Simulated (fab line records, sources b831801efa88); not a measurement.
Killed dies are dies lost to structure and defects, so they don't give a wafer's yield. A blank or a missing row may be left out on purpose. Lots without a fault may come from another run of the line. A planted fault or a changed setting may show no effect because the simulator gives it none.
fab line records | flow sky130
record lots=14 wafers=42 last_day=51
route steps=708 shown LDD_P@263 LDD_HVP@285 LDD_LDN@299
lots that met no fault: from a run of the same line without faults
start_h: hours from the record's first day to the start of the lot's first wafer shown | wait_h: hours since the lot's step before | " the same as in the row above | L1.1+2: a row that stands for several wafers | - no value, or no start given | * or withheld: withheld | < > ~ a bound
route shown NAME@n: a module of which the file shows steps, and the number in the route of the first | usual: mean/standard deviation of fault-free wafers | same: alike in all rows | chamber/n: place in a boat | sites: the reading at each site | _std_site: their standard deviation | _edge_site: outer sites' mean less inner sites' | radius_mm: how far each site lies from the wafer's centre | mask NAME#n: copy n | behind: the tool/chamber that last shaped the wafer | hold: why the lot was held/for how many hours/how that ended | device: the transistor (n, p or np) that didn't switch | end of line: the same wafers' tests at the end of the route | a step without rows: its recipe alone | killed: dies lost to structure and defects at the first sort, not the wafer's yield | map: a wafer's dies, x killed, . not, _ none there
set.NAME: the setting as run; set.NAME@STEP: as run at that earlier step | model.NAME: the simulator's own value behind a step, which no gauge read
steps of the route over a sample of lots; a table a step, a row a wafer
services: from which hour (start_h, from the record's first day; less than 0 if before it) a tool's chamber was out of use, for how many hours, and why
## steps
# step SKY_LDD_P_OVL_MEAS_08
# usual LDD_P_OVL=0.2/1.4
# columns lot.wafer tool chamber start_h wait_h LDD_P_OVL[nm]
L990.1 overlay-02 - 439.80 0.1 0.5
L990.4 " - " " 1.0
L990.5 " - " " -0.3
L991.1 overlay-01 - 445.87 0.1 1.4
L991.3 " - " " 2.2
L991.5 " - " " 1.7
L992.1 overlay-02 - 460.47 0.1 0.1
L992.2 " - " " -0.8
L992.5 " - " " 0.8
L993.1 overlay-02 - 467.86 0.1 0.5
L993.3 " - " " 1.4
L993.5 " - " " 0.4
L995.2 overlay-01 - 487.63 0.1 -0.3
L995.3 " - " " 0.2
L995.4 " - " " 0.5
L996.2 overlay-02 - 496.76 0.1 2.1
L996.3 " - " " 1.7
L996.6 " - " " 3.6
L997.2 overlay-02 - 507.76 0.1 -0.5
L997.3 " - " " -0.8
L997.4 " - " " -0.5
L106.3 overlay-02 - 580.38 0.1 0.8
L106.4 " - " " -1.4
L106.6 " - " " -0.1
L107.2 overlay-02 - 590.76 0.1 0.8
L107.4 " - " " -1.1
L107.5 " - " " 1.9
L108.1 overlay-01 - 596.11 0.1 0.5
L108.3 " - " " 0.4
L108.4 " - " " -0.3
L109.1 overlay-02 - 603.03 0.1 1.4
L109.3 " - " " 1.5
L109.6 " - " " 0.4
L110.2 overlay-02 - 613.63 0.1 -0.7
L110.4 " - " " -2.1
L110.5 " - " " -1.1
L111.2 overlay-01 - 620.26 0.1 1.9
L111.4 " - " " 1.3
L111.5 " - " " 2.6
L112.1 overlay-02 - 647.47 0.1 -1.2
L112.3 " - " " 0.2
L112.6 " - " " -0.5
# step SKY_LDD_P_STRIP_10
# recipe chemistry=O2/N2 power_w=1400 pressure_mtorr=1500 platen_temp_c=withheld o2_flow_sccm=3000 n2_flow_sccm=300 overash_fraction=0.5
# usual drypump_motor_current_A=5.7/0.37 oes_product_au=0.715/0.0051 strip_time_to_endpoint_s=14.180/0.029
# columns lot.wafer tool chamber start_h wait_h drypump_motor_current_A oes_product_au rf_hours_counter_h strip_time_to_endpoint_s
L990.1 plasma_asher-01 0 439.99 0.1 5.3 0.722 31 14.210
L990.4 " 0 " " 5.3 0.717 - 14.190
L990.5 " 0 " " 5.3 0.713 - 14.186
L991.1 plasma_asher-03 1 446.06 0.1 5.6 0.723 64 14.180
L991.3 " 1 " " 5.6 0.718 - 14.193
L991.5 " 1 " " 5.6 0.713 - 14.200
L992.1 plasma_asher-01 1 460.66 0.1 6.2 0.720 33 14.186
L992.2 " 0 " " 5.3 0.717 33 14.139
L992.5 " 1 " " 6.2 0.713 - 14.166
L993.1 plasma_asher-01 0 468.04 0.1 5.3 0.720 34 14.190
L993.3 " 1 " " 6.2 0.710 - 14.158
L993.5 " 1 " " 6.2 0.712 - 14.192
L995.2 plasma_asher-03 1 487.81 0.1 5.6 0.716 68 14.208
L995.3 " 0 " " 5.7 0.716 - 14.170
L995.4 " 1 " " 5.6 0.718 - 14.192
L996.2 plasma_asher-03 1 496.94 0.1 5.6 0.726 69 14.172
L996.3 " 0 " " 5.7 0.717 - 14.177
L996.6 " 1 " " 5.6 0.712 - 14.203
L997.2 plasma_asher-03 1 507.94 0.1 5.6 0.714 70 14.233
L997.3 " 0 " " 5.7 0.721 - 14.213
L997.4 " 1 " " 5.6 0.713 - 14.200
L106.3 plasma_asher-03 0 580.59 0.1 5.7 0.715 - 14.192
L106.4 " 1 " " 5.6 0.713 - 14.208
L106.6 " 0 " " 5.7 0.711 - 14.217
L107.2 plasma_asher-03 0 590.94 0.1 5.7 0.700 78 14.158
L107.4 " 1 " " 5.6 0.722 - 14.156
L107.5 " 0 " " 5.7 0.714 - 14.134
L108.1 plasma_asher-03 1 596.29 0.1 5.6 0.717 79 14.180
L108.3 " 0 " " 5.7 0.723 - 14.151
L108.4 " 1 " " 5.6 0.712 - 14.150
L109.1 plasma_asher-01 1 603.21 0.1 6.2 0.704 48 14.165
L109.3 " 0 " " 5.3 0.701 - 14.190
L109.6 " 0 " " 5.3 0.717 - 14.192
L110.2 plasma_asher-03 0 613.81 0.1 5.7 0.716 80 14.188
L110.4 " 0 " " 5.7 0.710 - 14.194
L110.5 " 1 " " 5.6 0.723 - 14.172
L111.2 plasma_asher-02 0 620.44 0.1 6.3 0.725 91 14.193
L111.4 " 0 " " 6.2 0.713 - 14.138
L111.5 " 1 " " 5.1 0.713 - 14.121
L112.1 plasma_asher-01 1 647.66 0.1 6.2 0.717 52 14.112
L112.3 " 1 " " 6.2 0.710 - 14.129
L112.6 " 0 " " 5.3 0.712 - 14.142
# step SKY_LDD_HVP_OVL_MEAS_07
# usual LDD_HVP_OVL=1.6/1.9
# columns lot.wafer tool chamber start_h wait_h LDD_HVP_OVL[nm]
L990.1 overlay-01 - 500.50 0.1 3.4
L990.4 " - " " 5.4
L990.5 " - " " 2.3
L991.1 overlay-01 - 507.45 0.1 2.6
L991.3 " - " " 3.3
L991.5 " - " " 0.7
L992.1 overlay-01 - 521.80 0.1 2.1
L992.2 " - " " 3.3
L992.5 " - " " 3.4
L993.1 overlay-01 - 528.73 0.1 -0.7
L993.3 " - " " 1.0
L993.5 " - " " 0.1
L995.2 overlay-02 - 548.29 0.1 2.4
L995.3 " - " " -0.5
L995.4 " - " " -1.1
L996.2 overlay-01 - 557.44 0.1 2.1
L996.3 " - " " 0.5
L996.6 " - " " 1.7
L997.2 overlay-01 - 566.99 0.1 3.3
L997.3 " - " " 2.9
L997.4 " - " " 2.0
L106.3 overlay-01 - 638.00 0.1 4.9
L106.4 " - " " 6.0
L106.6 " - " " 6.1
L107.2 overlay-01 - 649.79 0.1 0.6
L107.4 " - " " 2.0
L107.5 " - " " 2.4
L108.1 overlay-02 - 654.10 0.1 -2.2
L108.3 " - " " 0.3
L108.4 " - " " -1.3
L109.1 overlay-01 - 660.89 0.1 3.0
L109.3 " - " " 1.6
L109.6 " - " " 2.6
L110.2 overlay-02 - 670.74 0.1 -2.7
L110.4 " - " " -2.2
L110.5 " - " " -2.7
L111.2 overlay-02 - 677.89 0.1 2.1
L111.4 " - " " 1.7
L111.5 " - " " 2.0
L112.1 overlay-02 - 704.85 0.1 0.2
L112.3 " - " " 0.7
L112.6 " - " " 0.5
# step SKY_LDD_LDN_IMPLANT_10
# recipe species=As energy_kev=15 dose_cm2=1.25e+13 tilt_deg=withheld rotation_deg=203
# usual beam_energy_keV=14.999/0.0045 beam_on_s=10.01/0.19
# columns lot.wafer tool chamber start_h wait_h beam_energy_keV beam_on_s
L990.1 implanter-03 0 530.97 0.1 14.999 10.18
L990.4 " 0 " " 14.999 9.99
L990.5 " 0 " " 15.004 10.01
L991.1 implanter-03 0 538.39 0.1 15.001 9.67
L991.3 " 0 " " 15.006 10.19
L991.5 " 0 " " 15.009 10.06
L992.1 implanter-04 0 551.73 0.1 15.004 10.02
L992.2 " 0 " " 14.999 10.04
L992.5 " 0 " " 15.001 9.91
L993.1 implanter-04 0 559.33 0.1 15.010 10.03
L993.3 " 0 " " 15.004 9.88
L993.5 " 0 " " 14.995 10.26
L995.2 implanter-03 0 578.11 0.1 15.010 9.89
L995.3 " 0 " " 15.001 10.31
L995.4 " 0 " " 14.991 10.16
L996.2 implanter-03 - 587.20 0.1 - -
L996.3 " - " " - -
L996.6 " - " " - -
L997.2 implanter-03 - 596.06 0.1 - -
L997.3 " - " " - -
L997.4 " - " " - -
L106.3 implanter-03 0 666.93 0.1 14.997 10.13
L106.4 " 0 " " 15.006 10.36
L106.6 " 0 " " 15.000 9.74
L107.2 implanter-02 0 678.11 0.1 14.995 9.99
L107.4 " 0 " " 14.997 10.31
L107.5 " 0 " " 14.990 9.91
L108.1 implanter-04 0 683.07 0.1 15.003 10.00
L108.3 " 0 " " 14.996 9.88
L108.4 " 0 " " 15.003 9.88
L109.1 implanter-02 0 689.47 0.1 14.994 10.15
L109.3 " 0 " " 14.994 9.67
L109.6 " 0 " " 14.991 10.04
L110.2 implanter-03 0 698.50 0.1 15.000 10.08
L110.4 " 0 " " 14.996 10.25
L110.5 " 0 " " 15.003 10.00
L111.2 implanter-04 0 706.46 0.1 15.002 10.06
L111.4 " 0 " " 14.998 9.77
L111.5 " 0 " " 15.003 10.15
L112.1 implanter-02 0 732.52 0.1 14.994 10.11
L112.3 " 0 " " 14.997 9.80
L112.6 " 0 " " 15.000 10.07
# step SKY_LDD_LDN_TW_MEAS_13
# usual LDD_LDN_TW=1492/13
# columns lot.wafer tool chamber start_h wait_h LDD_LDN_TW
L990.1 film_metro-01 - 531.37 0.1 1497
L990.4 " - " " 1490
L990.5 " - " " 1496
L991.1 film_metro-01 - 538.79 0.1 1500
L991.3 " - " " 1486
L991.5 " - " " 1492
L992.1 film_metro-04 - 552.13 0.1 1480
L992.2 " - " " 1489
L992.5 " - " " 1486
L993.1 film_metro-04 - 559.73 0.1 1490
L993.3 " - " " 1490
L993.5 " - " " 1495
L995.2 film_metro-04 - 578.49 0.1 1491
L995.3 " - " " 1494
L995.4 " - " " 1493
L996.2 film_metro-04 - 587.58 0.1 1360
L996.3 " - " " 1375
L996.6 " - " " 1357
L997.2 film_metro-01 - 596.45 0.1 1369
L997.3 " - " " 1365
L997.4 " - " " 1364
L106.3 film_metro-01 - 667.30 0.1 1508
L106.4 " - " " 1501
L106.6 " - " " 1506
L107.2 film_metro-04 - 678.50 0.1 1499
L107.4 " - " " 1505
L107.5 " - " " 1504
L108.1 film_metro-01 - 683.47 0.1 1500
L108.3 " - " " 1504
L108.4 " - " " 1498
L109.1 film_metro-02 - 689.87 0.1 1469
L109.3 " - " " 1462
L109.6 " - " " 1459
L110.2 film_metro-04 - 698.88 0.1 1491
L110.4 " - " " 1495
L110.5 " - " " 1498
L111.2 film_metro-04 - 706.84 0.1 1495
L111.4 " - " " 1498
L111.5 " - " " 1491
L112.1 film_metro-01 - 732.92 0.1 1506
L112.3 " - " " 1505
L112.6 " - " " 1500
## services
# columns tool chamber start_h hours kind
plasma_asher-02 - 437.96 3.0 pm
implanter-04 - 473.52 4.6 pm
implanter-04 - 520.52 10.4 repair
implanter-03 - 523.79 3.9 repair
implanter-02 - 532.48 1.7 repair
implanter-02 - 547.76 19.5 pm
plasma_asher-01 - 562.07 1.5 repair
implanter-03 - 565.69 6.3 repair
plasma_asher-03 - 571.94 4.1 repair
implanter-02 - 573.48 1.4 repair
plasma_asher-03 - 584.82 1.6 repair
implanter-02 - 586.72 3.4 repair
implanter-02 - 600.26 4.1 repair
implanter-02 - 602.17 0.5 repair
plasma_asher-03 - 621.27 2.5 repair
implanter-03 - 626.24 1.5 repair
plasma_asher-01 - 636.05 6.1 repair
implanter-03 - 648.35 10.5 repair
implanter-02 - 669.71 5.9 repair
plasma_asher-03 - 690.31 0.4 repair
plasma_asher-01 - 694.85 2.8 pm
implanter-02 - 695.39 2.8 pm
implanter-02 - 717.51 0.5 repair
implanter-02 - 722.10 1.3 repair
## key
first_sign step=SKY_LDD_LDN_IMPLANT_10 reading=tool_record direction=missing
effect step=SKY_LDD_LDN_TW_MEAS_13 reading=LDD_LDN_TW direction=down sigmas=9.5 usual=1492 struck=1365
met_at SKY_LDD_LDN_IMPLANT_10
struck_lots L996,L997
later_rows_left_out L996.2,L996.3,L996.6,L997.2,L997.3,L997.4
sort_left_out L996.2,L996.3,L996.6,L997.2,L997.3,L997.4
tester_left_out L996,L997
not_acting_at SKY_LDD_P_OVL_MEAS_08,SKY_LDD_P_STRIP_10,SKY_LDD_HVP_OVL_MEAS_07
onset_between 578.11 587.20
fault kind=skipped_step_whole tool=implanter-03 chamber=- onset_h=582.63 steps=SKY_LDD_LDN_IMPLANT_10 scope=struck_lots_only
# tester_left_out: of these lots the tester's yield and bins aren't shown, on N5 and GAA mostly nor the transistor test; their killed dies are dies lost to structure and defects alone, not to doping, threshold or leakage, so they don't give the yield
# sort_left_out: the simulated sort isn't trusted on such a fault, so these wafers' sort isn't shown, and their yield isn't known
# later_rows_left_out: the simulator's readings of these wafers behind a module that went badly wrong aren't trusted and aren't shown, but for the sort
